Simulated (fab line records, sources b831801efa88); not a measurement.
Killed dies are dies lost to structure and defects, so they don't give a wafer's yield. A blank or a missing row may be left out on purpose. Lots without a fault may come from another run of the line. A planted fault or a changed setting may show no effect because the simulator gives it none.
fab line records | flow sfq_line
record lots=14 wafers=42 last_day=87
route steps=325 shown I2@116 I4@163 M8@325
lots that met no fault: from a run of the same line without faults
start_h: hours from the record's first day to the start of the lot's first wafer shown | wait_h: hours since the lot's step before | " the same as in the row above | L1.1+2: a row that stands for several wafers | - no value, or no start given | * or withheld: withheld | < > ~ a bound
route shown NAME@n: a module of which the file shows steps, and the number in the route of the first | usual: mean/standard deviation of fault-free wafers | same: alike in all rows | chamber/n: place in a boat | sites: the reading at each site | _std_site: their standard deviation | _edge_site: outer sites' mean less inner sites' | radius_mm: how far each site lies from the wafer's centre | mask NAME#n: copy n | behind: the tool/chamber that last shaped the wafer | hold: why the lot was held/for how many hours/how that ended | device: the transistor (n, p or np) that didn't switch | end of line: the same wafers' tests at the end of the route | a step without rows: its recipe alone | killed: dies lost to structure and defects at the first sort, not the wafer's yield | map: a wafer's dies, x killed, . not, _ none there
set.NAME: the setting as run; set.NAME@STEP: as run at that earlier step | model.NAME: the simulator's own value behind a step, which no gauge read
steps of the route over a sample of lots; a table a step, a row a wafer
services: from which hour (start_h, from the record's first day; less than 0 if before it) a tool's chamber was out of use, for how many hours, and why
## steps
# step SFQ_TRILAYER_I2_VIA_STRIP_STRIP_071
# recipe gas=O2 power_w=200 platen_temp_c=40 overash_fraction=0.65 chemistry=O2 pressure_mtorr=50
# usual drypump_motor_current_A=5.63/0.2 oes_product_au=1.003/0.0091
# columns lot.wafer tool chamber start_h wait_h drypump_motor_current_A oes_product_au rf_hours_counter_h
L554.1 rie_metal-04 1 713.41 - 5.65 1.008 53
L554.2 " 0 " " 5.61 0.991 63
L554.3 " 0 " " 5.59 0.993 -
L555.1 rie_metal-04 1 778.37 - 5.66 1.006 59
L555.2 " 0 " " 5.56 0.996 68
L555.6 " 0 " " 5.57 0.999 -
L556.1 rie_metal-02 1 781.97 - 5.77 0.995 143
L556.2 " 0 " " 5.56 1.013 72
L556.4 " 0 " " 5.58 1.012 -
L557.3 rie_metal-04 0 783.37 - 5.56 1.004 -
L557.4 " 1 " " 5.69 1.011 -
L557.5 " 0 " " 5.57 0.999 -
L559.1 rie_metal-02 0 916.22 - 5.59 0.997 90
L559.4 " 0 " " 5.58 1.011 -
L559.6 " 0 " " 5.58 1.001 -
L560.1 rie_metal-02 1 924.75 - 5.82 1.014 11
L560.5 " 1 " " 5.83 1.016 -
L560.6 " 0 " " 5.60 1.022 -
L561.2 rie_metal-01 1 939.37 - 5.95 0.999 118
L561.3 " 0 " " 5.24 0.996 -
L561.5 " 0 " " 5.22 1.002 -
L562.1 rie_metal-01 0 946.70 - 5.19 0.998 102
L562.3 " 0 " " 5.20 1.012 -
L562.4 " 1 " " 5.98 1.006 -
L563.1 rie_metal-02 1 964.70 - 5.74 1.016 16
L563.3 " 1 " " 5.80 0.999 -
L563.4 " 0 " " 5.58 1.013 -
L564.2 rie_metal-02 0 973.10 - 5.57 1.006 99
L564.5 " 0 " " 5.59 1.007 -
L564.6 " 1 " " 5.78 1.016 -
L571.1 rie_metal-01 0 1030.98 - 5.18 0.997 115
L571.4 " 1 " " 5.96 0.991 -
L571.5 " 0 " " 5.20 1.001 -
L573.1 rie_metal-01 0 1046.58 - 5.20 1.014 117
L573.4 " 0 " " 5.21 1.002 -
L573.5 " 0 " " 5.20 1.006 -
L575.2 rie_metal-02 0 1068.18 - 5.57 1.008 112
L575.4 " 0 " " 5.57 1.005 -
L575.6 " 0 " " 5.57 0.995 -
L576.1 rie_metal-02 1 1075.38 - 5.74 1.004 31
L576.3 " 1 " " 5.75 1.022 -
L576.5 " 0 " " 5.58 0.996 -
# step SFQ_TRILAYER_I4_DEP_PECVD_099
# recipe material=SiO2 temp_c=150 time_s=111.11 pressure_torr=2.4 rf_w=183.3 precursor=SiH4/N2O target_thk_nm=500
# usual heater_power_w=87/16 throttle_valve_pct=24.2/1.4
# columns lot.wafer tool chamber start_h wait_h heater_power_w throttle_valve_pct
L554.1 pecvd-04 1 860.63 0.0 96 22.9
L554.2 " 0 " " 96 22.2
L554.3 " 2 " " 83 24.6
L555.1 pecvd-03 0 933.19 0.0 67 24.3
L555.2 " 2 " " 119 23.8
L555.6 " 2 " " 117 23.5
L556.1 pecvd-04 0 949.00 0.0 99 22.8
L556.2 " 2 " " 80 24.8
L556.4 " 0 " " 102 22.7
L557.3 pecvd-03 0 950.20 0.0 68 24.4
L557.4 " 0 " " 73 24.2
L557.5 " 1 " " 65 26.7
L559.1 pecvd-01 1 1073.87 0.0 94 22.6
L559.4 " 0 " " 72 22.7
L559.6 " 1 " " 95 22.5
L560.1 pecvd-03 0 1078.57 0.0 69 24.5
L560.5 " 1 " " 70 27.2
L560.6 " 0 " " 70 24.6
L561.2 pecvd-04 1 1099.62 0.0 90 23.4
L561.3 " 2 " " 76 25.0
L561.5 " 1 " " 93 23.1
L562.1 pecvd-04 1 1106.15 0.0 91 23.4
L562.3 " 2 " " 84 24.8
L562.4 " 2 " " 85 25.3
L563.1 pecvd-04 1 1124.86 0.0 88 23.4
L563.3 " 2 " " 77 25.2
L563.4 " 1 " " 89 23.4
L564.2 pecvd-04 2 1130.24 0.0 89 25.1
L564.5 " 2 " " 76 25.0
L564.6 " 1 " " 80 23.4
L571.1 pecvd-04 0 1212.39 0.0 101 23.1
L571.4 " 0 " " 102 23.3
L571.5 " 2 " " 84 25.2
L573.1 pecvd-03 0 1215.30 0.0 70 25.0
L573.4 " 1 " " 67 27.9
L573.5 " 0 " " 73 25.1
L575.2 pecvd-03 1 1227.07 0.0 70 27.6
L575.4 " 1 " " 59 28.1
L575.6 " 2 " " 127 24.0
L576.1 pecvd-04 0 1230.00 0.0 103 23.2
L576.3 " 1 " " 91 23.8
L576.5 " 2 " " 78 25.0
# step SFQ_TRILAYER_I4_VIA_LITHO_COAT_108
# recipe resist=BARC spin_rpm=3000 resist_thk_nm=62
# usual chill_plate_temp_C=22.99/0.1
# columns lot.wafer tool chamber start_h wait_h chill_plate_temp_C
L554.1 litho_track-02 0 865.53 1.0 23.11
L554.2 " 0 " " 23.14
L554.3 " 0 " " 23.17
L555.1 litho_track-04 0 945.38 1.0 22.91
L555.2 " 0 " " 23.13
L555.6 " 0 " " 22.96
L556.1 litho_track-03 0 953.40 1.0 22.89
L556.2 " 0 " " 22.94
L556.4 " 0 " " 22.96
L557.3 litho_track-04 0 956.55 0.7 23.06
L557.4 " 0 " " 22.96
L557.5 " 0 " " 22.97
L559.1 litho_track-04 0 1080.77 1.0 23.12
L559.4 " 0 " " 23.02
L559.6 " 0 " " 23.05
L560.1 litho_track-04 0 1085.57 1.0 23.04
L560.5 " 0 " " 23.23
L560.6 " 0 " " 23.01
L561.2 litho_track-02 0 1104.82 0.8 23.00
L561.3 " 0 " " 23.13
L561.5 " 0 " " 23.05
L562.1 litho_track-02 0 1110.57 1.0 23.04
L562.3 " 0 " " 22.82
L562.4 " 0 " " 22.74
L563.1 litho_track-04 0 1130.47 1.0 22.79
L563.3 " 0 " " 22.99
L563.4 " 0 " " 22.87
L564.2 litho_track-04 0 1135.40 0.8 22.79
L564.5 " 0 " " 22.92
L564.6 " 0 " " 22.92
L571.1 litho_track-02 0 1220.93 1.0 23.13
L571.4 " 0 " " 23.05
L571.5 " 0 " " 22.81
L573.1 litho_track-02 0 1224.89 1.0 23.04
L573.4 " 0 " " 23.06
L573.5 " 0 " " 23.11
L575.2 litho_track-04 0 1233.94 0.8 23.01
L575.4 " 0 " " 23.00
L575.6 " 0 " " 23.04
L576.1 litho_track-03 0 1235.93 1.0 23.02
L576.3 " 0 " " 22.98
L576.5 " 0 " " 23.10
# step SFQ_TRILAYER_I4_VIA_BARC_OPEN_VIA_ETCH_146
# recipe mask_material=PR chemistry=O2 target_depth_nm=125 target=BARC source_w=500 bias_w=80 pressure_mtorr=30 time_s=41.7
# usual drypump_motor_current_A=5.9/0.54 oes_product_au=0.685/0.0045
# columns lot.wafer tool chamber start_h wait_h drypump_motor_current_A oes_product_au rf_hours_counter_h
L554.1 rie_diel-03 1 1007.87 0.0 6.8 0.677 7
L554.2 " 0 " " 6.2 0.681 16
L554.3 " 3 " " 5.8 0.683 5
L555.1 rie_diel-03 1 1086.03 0.0 6.8 0.681 8
L555.2 " 2 " " 6.4 0.691 4
L555.6 " 1 " " 6.8 0.692 -
L556.1 rie_diel-03 2 1094.43 0.0 6.4 0.683 4
L556.2 " 1 " " 6.8 0.685 8
L556.4 " 0 " " 6.2 0.686 16
L557.3 rie_diel-02 0 1098.03 0.0 6.0 0.690 11
L557.4 " 3 " " 5.7 0.690 8
L557.5 " 0 " " 6.0 0.682 -
L559.1 rie_diel-02 3 1189.54 0.0 5.7 0.686 9
L559.4 " 1 " " 4.8 0.693 15
L559.6 " 3 " " 5.7 0.687 -
L560.1 rie_diel-01 1 1218.34 0.0 5.0 0.685 16
L560.5 " 1 " " 5.0 0.687 -
L560.6 " 0 " " 5.4 0.681 -
L561.2 rie_diel-03 3 1236.34 0.0 5.8 0.687 8
L561.3 " 2 " " 6.4 0.678 6
L561.5 " 0 " " 6.2 0.684 -
L562.1 rie_diel-02 3 1243.54 0.0 5.7 0.675 10
L562.3 " 1 " " 4.8 0.687 16
L562.4 " 0 " " 6.0 0.684 13
L563.1 rie_diel-01 0 1261.54 0.0 5.5 0.681 4
L563.3 " 2 " " 5.8 0.696 16
L563.4 " 3 " " 6.0 0.683 -
L564.2 rie_diel-01 1 1268.74 0.0 5.0 0.689 17
L564.5 " 1 " " 5.0 0.685 -
L564.6 " 2 " " 5.8 0.696 -
L571.1 rie_diel-01 2 1360.98 0.0 5.8 0.652 18
L571.4 " 3 " " 6.0 0.680 8
L571.5 " 2 " " 5.8 0.679 -
L573.1 rie_diel-03 0 1366.98 0.0 6.1 0.658 1
L573.4 " 1 " " 6.9 0.683 12
L573.5 " 2 " " 6.4 0.687 -
L575.2 rie_diel-01 2 1380.10 0.0 5.8 0.687 18
L575.4 " 3 " " 6.0 0.683 9
L575.6 " 0 " " 5.5 0.682 -
L576.1 rie_diel-02 2 1381.30 0.0 6.3 0.679 9
L576.3 " 0 " " 6.0 0.683 15
L576.5 " 0 " " 6.0 0.684 -
# step SFQ_M8_BOW_MEAS_951
# recipe mode=bow
# usual M8_BOW=9/8.9
# columns lot.wafer tool chamber start_h wait_h M8_BOW[um]
L554.1 film_metro-02 - 1932.37 0.0 13
L554.2 " - " " 8
L554.3 " - " " 11
L555.1 film_metro-02 - 1984.86 0.0 0
L555.2 " - " " 10
L555.6 " - " " -3
L556.1 film_metro-04 - 1996.05 0.0 12
L556.2 " - " " 17
L556.4 " - " " 12
L557.3 film_metro-03 - 2007.88 0.0 6
L557.4 " - " " -1
L557.5 " - " " 5
L559.1 film_metro-04 - 2016.24 0.0 5
L559.4 " - " " 17
L559.6 " - " " 6
L560.1 film_metro-03 - 2019.84 0.0 13
L560.5 " - " " 4
L560.6 " - " " 7
L561.2 film_metro-02 - 2023.46 0.0 7
L561.3 " - " " 6
L561.5 " - " " 0
L562.1 film_metro-04 - 2025.84 0.0 18
L562.3 " - " " -4
L562.4 " - " " -2
L563.1 film_metro-02 - 2028.24 0.0 -1
L563.3 " - " " 2
L563.4 " - " " 4
L564.2 film_metro-02 - 2030.66 0.0 30
L564.5 " - " " 17
L564.6 " - " " 19
L571.1 film_metro-04 - 2057.24 0.0 31
L571.4 " - " " 10
L571.5 " - " " 13
L573.1 film_metro-04 - 2063.04 0.0 -7
L573.4 " - " " 2
L573.5 " - " " 10
L575.2 film_metro-03 - 2070.26 0.0 -9
L575.4 " - " " 9
L575.6 " - " " 8
L576.1 film_metro-04 - 2076.25 0.0 7
L576.3 " - " " 2
L576.5 " - " " 10
## services
# columns tool chamber start_h hours kind
pecvd-03 - 690.57 5.7 repair
pecvd-03 1 691.68 6.0 repair
rie_diel-01 1 697.42 5.9 repair
rie_metal-02 - 698.30 4.0 repair
rie_diel-03 3 699.08 6.0 repair
pecvd-04 - 700.47 0.4 repair
rie_diel-03 2 700.94 7.6 repair
rie_metal-02 1 705.03 4.9 repair
rie_diel-03 2 720.85 9.0 repair
pecvd-03 0 738.84 6.2 repair
pecvd-04 - 767.04 1.4 repair
rie_diel-03 1 776.95 6.9 repair
rie_diel-01 0 801.07 4.8 repair
pecvd-04 - 817.27 1.1 repair
rie_diel-03 - 824.24 0.4 repair
pecvd-03 - 840.28 6.0 pm
rie_diel-01 1 850.79 3.8 repair
rie_diel-03 3 851.73 9.6 repair
rie_metal-02 1 911.86 9.9 repair
rie_metal-02 - 948.83 2.8 pm
rie_metal-02 1 991.21 3.6 repair
rie_metal-02 0 1100.62 3.0 repair
pecvd-04 - 1175.38 1.7 repair
rie_metal-02 1 1285.18 35.8 repair
## key
first_sign step=SFQ_TRILAYER_I4_VIA_BARC_OPEN_VIA_ETCH_146 reading=oes_product_au direction=down sigmas=6.6 usual=0.685 struck=0.655
effect none on later readings
met_at SFQ_TRILAYER_I4_VIA_LITHO_COAT_108
struck_lots L571,L573
struck_wafers L571.1,L573.1
not_acting_at SFQ_TRILAYER_I2_VIA_STRIP_STRIP_071,SFQ_TRILAYER_I4_DEP_PECVD_099,SFQ_M8_BOW_MEAS_951
onset_between 1110.57 1220.93
fault kind=process_parameter_drift tool=litho_track-02 chamber=- onset_h=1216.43 steps=SFQ_TRILAYER_I4_VIA_LITHO_COAT_108 channel=resist_thk_nm offset=-6.1718 shape=step end_h=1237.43 scope=struck_wafers_only acts_in=these_recipes_only stated=62
